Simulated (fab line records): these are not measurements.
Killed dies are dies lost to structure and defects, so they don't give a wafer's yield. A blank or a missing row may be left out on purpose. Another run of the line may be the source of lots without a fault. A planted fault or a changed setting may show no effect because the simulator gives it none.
fab line records    flow gf180mcu    part 2 of 2: steps 31 to 43 of 43
record lots=5  wafers=15  last_day=34
route steps=602 shown VT_IMPLANT@108 MVSD@136 NWELL@137 LVPWELL@138 MVPSD@139 DUAL_GATE@141
lots with no fault: from the same line, run without faults
start_h: hours from the record's opening day to when the first of the lot's shown wafers began    wait_h: hours since the lot's step before    " as in the row above    L1.1+2: several wafers, shown together as one row    - value missing, or start not given    * or withheld: withheld    < > ~ a bound
route shown NAME@n: NAME is a module with steps in the file, n the number in the route of the first one    usual: mean/standard deviation taken from wafers without a fault    same: alike in all rows    chamber/n: place in a boat    sites: the reading at each site    _std_site: the values' standard deviation    _edge_site: the outer-site mean with the inner-site mean subtracted    radius_mm: for every site, how far away it sits from the centre of the wafer    mask NAME#n: copy n    behind: the most recent tool/chamber to have shaped the wafer    hold: reason for holding the lot/hours on hold/outcome of the hold    device: the transistor (n, p or np) that didn't switch    end of line: at the end of the route, the tests of the same wafers    a step given without rows: its recipe and nothing more    killed: at the first sort, the dies lost to defects and structure; wafer yield is something else    map: a wafer's dies, x killed, . not, _ none there
set.NAME: the run value of the setting; set.NAME@STEP: its run value at that earlier step    model.NAME: the simulator's own value behind a step, which no gauge read
certain route steps with their lots: each step a table, each wafer a row
services: a tool's chamber out of use, with start hour (start_h, from the record's first day; less than 0 if before it), hours out, and reason
## steps
# step GF_VT_IMPLANT_RS_MEAS_48
# recipe thk_meas_gauge=four-point-probe
# usual LVPWELL_RS=1196/3.3
lot.wafer  tool           chamber  start_h  wait_h  LVPWELL_RS[ohm/sq]
L075.1     film_metro-02  -        162.49   0.1     1199
L075.2     "              -        "        "       1201
L075.3     "              -        "        "       1201
L079.1     film_metro-02  -        189.11   0.1     1206
L079.4     "              -        "        "       1198
L079.6     "              -        "        "       1203
L082.2     film_metro-02  -        213.78   0.1     1199
L082.5     "              -        "        "       1200
L082.6     "              -        "        "       1198
L091.1     film_metro-03  -        276.84   0.1     1192
L091.3     "              -        "        "       1194
L091.4     "              -        "        "       1192
L096.1     film_metro-03  -        308.06   0.1     1198
L096.3     "              -        "        "       1197
L096.6     "              -        "        "       1200
# step GF_VT_IMPLANT_RS_MEAS_49
# recipe thk_meas_gauge=four-point-probe
# usual MVPSD_RS=1168/3.9
lot.wafer  tool           chamber  start_h  wait_h  MVPSD_RS[ohm/sq]
L075.1     film_metro-02  -        162.61   0.1     1169
L075.2     "              -        "        "       1169
L075.3     "              -        "        "       1174
L079.1     film_metro-02  -        189.23   0.1     1173
L079.4     "              -        "        "       1174
L079.6     "              -        "        "       1173
L082.2     film_metro-02  -        213.90   0.1     1169
L082.5     "              -        "        "       1171
L082.6     "              -        "        "       1170
L091.1     film_metro-03  -        276.96   0.1     1171
L091.3     "              -        "        "       1169
L091.4     "              -        "        "       1168
L096.1     film_metro-03  -        308.18   0.1     1166
L096.3     "              -        "        "       1164
L096.6     "              -        "        "       1166
# step GF_VT_IMPLANT_WET_ETCH_50
# recipe chemistry=dHF  target_depth_nm=20  target=SiO2  temp_c=25  dilution=100:1  time_s=400
# usual bath_heat_duty_pct=6.2/0.85
lot.wafer  tool          chamber  start_h  wait_h  bath_heat_duty_pct
L075.1     wet_bench-02  2        162.73   0.1     8.0
L075.2     "             2        "        "       8.0
L075.3     "             2        "        "       7.4
L079.1     wet_bench-01  2        189.35   0.1     7.0
L079.4     "             2        "        "       5.6
L079.6     "             2        "        "       6.7
L082.2     wet_bench-01  0        214.00   0.1     5.2
L082.5     "             0        "        "       6.1
L082.6     "             0        "        "       5.2
L091.1     wet_bench-01  2        277.08   0.1     6.5
L091.3     "             2        "        "       6.5
L091.4     "             2        "        "       7.0
L096.1     wet_bench-01  3        308.30   0.1     6.1
L096.3     "             3        "        "       4.4
L096.6     "             3        "        "       5.6
# step GF_DUAL_GATE_CLEAN_00
# recipe chemistry=SC1/SC2  mix=1:4:20  temp_c=70  time_s=150
# usual bath_heat_duty_pct=13.7/1.5
lot.wafer  tool          chamber  start_h  wait_h  bath_heat_duty_pct
L075.1     wet_bench-03  2        162.86   0.0     13.4
L075.2     "             2        "        "       14.2
L075.3     "             2        "        "       15.0
L079.1     wet_bench-03  2        189.47   0.0     14.4
L079.4     "             2        "        "       14.3
L079.6     "             2        "        "       14.0
L082.2     wet_bench-02  0        214.13   0.0     13.5
L082.5     "             0        "        "       12.8
L082.6     "             0        "        "       12.8
L091.1     wet_bench-02  1        277.21   0.0     15.4
L091.3     "             1        "        "       15.7
L091.4     "             1        "        "       17.4
L096.1     wet_bench-03  2        308.43   0.0     13.5
L096.3     "             2        "        "       13.7
L096.6     "             2        "        "       14.1
# step GF_DUAL_GATE_CLEAN_01
# recipe chemistry=dHF  time_s=20  dilution=100:1  dry=ipa_marangoni
lot.wafer   tool          chamber  start_h  wait_h
L075.1+2+3  wet_bench-02  0        162.91   0.0
L079.1+4+6  wet_bench-02  1        189.52   0.0
L082.2+5+6  wet_bench-03  0        214.20   0.0
L091.1+3+4  wet_bench-03  3        277.26   0.0
L096.1+3+6  wet_bench-01  2        308.49   0.0
# step GF_DUAL_GATE_OXIDATION_02
# recipe temp_c=900  ambient=O2  stabilise_s=600  purge_s=300  target_thk_a=108.87  ox_time_s=1602
# usual spike_tc_top_C=910.5/1.1  spike_tc_upper_C=901.3/1  zone_power_lower_pct=17.5/0.58
lot.wafer  tool        chamber  start_h  wait_h  spike_tc_top_C  spike_tc_upper_C  zone_power_lower_pct
L075.1     furnace-02  0        163.04   0.1     908.5           900.8             17.0
L075.2     "           0        "        "       910.3           902.8             17.2
L075.3     "           0        "        "       911.6           902.8             17.0
L079.1     furnace-02  0        190.84   1.3     909.6           901.3             17.0
L079.4     "           0        "        "       910.2           902.4             17.1
L079.6     "           0        "        "       909.6           901.5             17.0
L082.2     furnace-01  0        214.22   0.0     911.1           898.8             18.3
L082.5     "           0        "        "       911.3           902.5             18.5
L082.6     "           0        "        "       912.0           901.3             17.7
L091.1     furnace-02  0        277.27   0.0     909.9           900.2             17.1
L091.3     "           0        "        "       909.7           900.9             16.8
L091.4     "           0        "        "       909.7           900.0             17.0
L096.1     furnace-02  0        308.51   0.0     911.5           901.4             17.2
L096.3     "           0        "        "       909.3           900.5             16.7
L096.6     "           0        "        "       910.0           900.4             17.0
# step GF_DUAL_GATE_THK_MEAS_03
# recipe reads=SiO2_of_DUAL_GATE_OXIDATION_02
# usual DUAL_GATE_OXIDATION_00_THK=10.85/0.21
lot.wafer  tool           chamber  start_h  wait_h  DUAL_GATE_OXIDATION_00_THK[nm]
L075.1     film_metro-02  -        164.48   0.0     10.53
L075.2     "              -        "        "       10.43
L075.3     "              -        "        "       10.52
L079.1     film_metro-02  -        192.29   0.0     10.83
L079.4     "              -        "        "       10.70
L079.6     "              -        "        "       10.52
L082.2     film_metro-04  -        215.68   0.0     10.72
L082.5     "              -        "        "       10.86
L082.6     "              -        "        "       11.01
L091.1     film_metro-01  -        278.72   0.0     10.68
L091.3     "              -        "        "       10.69
L091.4     "              -        "        "       10.53
L096.1     film_metro-02  -        309.95   0.0     11.10
L096.3     "              -        "        "       11.18
L096.6     "              -        "        "       11.12
# step GF_DUAL_GATE_DEHYDRATE_04
# recipe temp_c=200  time_s=60
lot.wafer   tool            chamber  start_h  wait_h
L075.1+2+3  litho_track-01  0        172.07   7.6
L079.1+4+6  litho_track-03  0        200.02   7.7
L082.2+5+6  litho_track-03  0        224.10   8.4
L091.1+3+4  litho_track-02  0        287.75   9.0
L096.1+3+6  litho_track-03  0        319.77   9.8
# step GF_DUAL_GATE_HMDS_05
# recipe prime_time_s=60  prime_temp_c=120
lot.wafer   tool            chamber  start_h  wait_h
L075.1+2+3  litho_track-01  0        172.22   0.1
L079.1+4+6  litho_track-03  0        200.17   0.1
L082.2+5+6  litho_track-03  0        224.25   0.1
L091.1+3+4  litho_track-02  0        287.90   0.1
L096.1+3+6  litho_track-03  0        319.92   0.1
# step GF_DUAL_GATE_COAT_06
# recipe resist=NOVOLAK  spin_rpm=3000  resist_thk_nm=1000
lot.wafer   tool            chamber  start_h  wait_h
L075.1+2+3  litho_track-01  0        172.37   0.1
L079.1+4+6  litho_track-03  0        200.32   0.1
L082.2+5+6  litho_track-03  0        224.40   0.1
L091.1+3+4  litho_track-02  0        288.05   0.1
L096.1+3+6  litho_track-03  0        320.07   0.1
# step GF_DUAL_GATE_SOFTBAKE_07
# recipe temp_c=90  time_s=60  resist=NOVOLAK
lot.wafer   tool            chamber  start_h  wait_h
L075.1+2+3  litho_track-01  0        172.52   0.1
L079.1+4+6  litho_track-03  0        200.47   0.1
L082.2+5+6  litho_track-03  0        224.55   0.1
L091.1+3+4  litho_track-02  0        288.20   0.1
L096.1+3+6  litho_track-03  0        320.22   0.1
# step GF_DUAL_GATE_EXPOSE_08
# recipe mask_id=Dualgate  target_cd_nm=700  na=0.6  source_shape=conventional  sigma_outer=0.6  dose_mj=140
lot.wafer   tool              chamber  start_h  wait_h  mask
L075.1+2+3  iline_stepper-01  0        -        -       Dualgate#0
L079.1+4+6  iline_stepper-02  0        -        -       Dualgate#0
L082.2+5+6  iline_stepper-01  0        -        -       Dualgate#0
L091.1+3+4  iline_stepper-02  0        -        -       Dualgate#0
L096.1+3+6  iline_stepper-01  0        -        -       Dualgate#0
# step GF_DUAL_GATE_PEB_09
# recipe temp_c=withheld  time_s=*  resist=NOVOLAK
lot.wafer   tool            chamber  start_h  wait_h
L075.1+2+3  litho_track-01  0        -        -
L079.1+4+6  litho_track-03  0        -        -
L082.2+5+6  litho_track-02  0        -        -
L091.1+3+4  litho_track-01  0        -        -
L096.1+3+6  litho_track-01  0        -        -
## services
tool              chamber  start_h  hours  kind
iline_stepper-01  -        108.31   1.7    pm
iline_stepper-01  -        111.47   1.1    repair
implanter-04      -        123.02   3.5    repair
plasma_asher-01   -        123.65   0.8    repair
furnace-02        -        131.59   3.1    pm
furnace-02        -        134.67   4.2    pm
iline_stepper-02  -        152.01   1.7    pm
wet_bench-03      -        154.81   8.0    repair
implanter-04      -        165.40   1.5    repair
implanter-02      -        194.06   2.4    repair
plasma_asher-03   -        216.35   2.8    repair
plasma_asher-01   -        217.31   23.9   repair
implanter-03      -        220.11   2.9    pm
implanter-04      -        225.65   3.9    pm
wet_bench-03      -        237.63   4.8    repair
plasma_asher-03   -        262.51   2.7    repair
plasma_asher-03   -        265.25   2.8    pm
plasma_asher-03   -        288.81   4.3    pm
implanter-03      -        289.82   1.1    repair
plasma_asher-01   -        311.74   3.1    repair
iline_stepper-02  -        317.34   5.1    repair
implanter-04      -        320.20   15.6   pm
iline_stepper-02  -        322.63   2.3    repair
iline_stepper-01  -        326.49   1.7    pm
